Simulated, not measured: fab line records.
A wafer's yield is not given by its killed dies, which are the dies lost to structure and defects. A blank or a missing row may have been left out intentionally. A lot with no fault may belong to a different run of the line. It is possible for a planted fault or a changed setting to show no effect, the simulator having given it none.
Matching of chambers    flow gf180mcu    GF_V5_CMP_26 on cmp-02: 4 sister chambers
The step polishes, stops on SiO2, t overpolish 15 s, target thk 0 nm. 4 wafers are shown with their chamber, then 12 later ones without.

== WAFERS PAIRED WITH THEIR CHAMBERS ==
wafer   chamber  motor-current-A (A)
L091.3  2        10.3
L094.2  0        10.6
L094.3  1        12.4
L094.4  3        9.3

== WAFERS WHOSE CHAMBER IS MISSING ==
wafer   motor-current-A (A)
L093.1  11.7
L093.2  10.6
L093.5  11.2
L095.1  9.3
L095.5  12.2
L095.6  10.4
L096.3  9.9
L096.5  9.6
L096.6  10.5
L097.2  10.7
L097.4  10.1
L097.5  11.0

== THE CHAMBER EACH PASSED THROUGH ==
wafer   from the rows above           in truth
L093.1  can't be placed: 1 or 0       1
L093.2  can't be placed: 0 or 2       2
L093.5  can't be placed: 0 or 2 or 1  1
L095.1  3                             3
L095.5  1                             1
L095.6  can't be placed: 2 or 0       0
L096.3  can't be placed: 2 or 3 or 0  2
L096.5  can't be placed: 3 or 2       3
L096.6  can't be placed: 0 or 2       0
L097.2  can't be placed: 0 or 2       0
L097.4  can't be placed: 2 or 0 or 3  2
L097.5  can't be placed: 0 or 2       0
2 of 12 placed correctly. Cannot be placed on the basis of these rows: 10; the candidates contain the true chamber in 10. Placed wrongly: 0.
How it was worked out, from the rows above alone: a wafer's distance from a chamber is the root of the sum, over the readings, of the square of ((its reading less the chamber's mean) divided by the reading's scatter). If the next closest chamber is less than 2 further off than the closest, the wafer can't be placed; otherwise it belongs to the closest. Each chamber's mean is taken over the wafers shown for it. The scatter: with one shown wafer a chamber, the root of the mean of the squares of how far each hidden wafer lies from its nearest shown one.
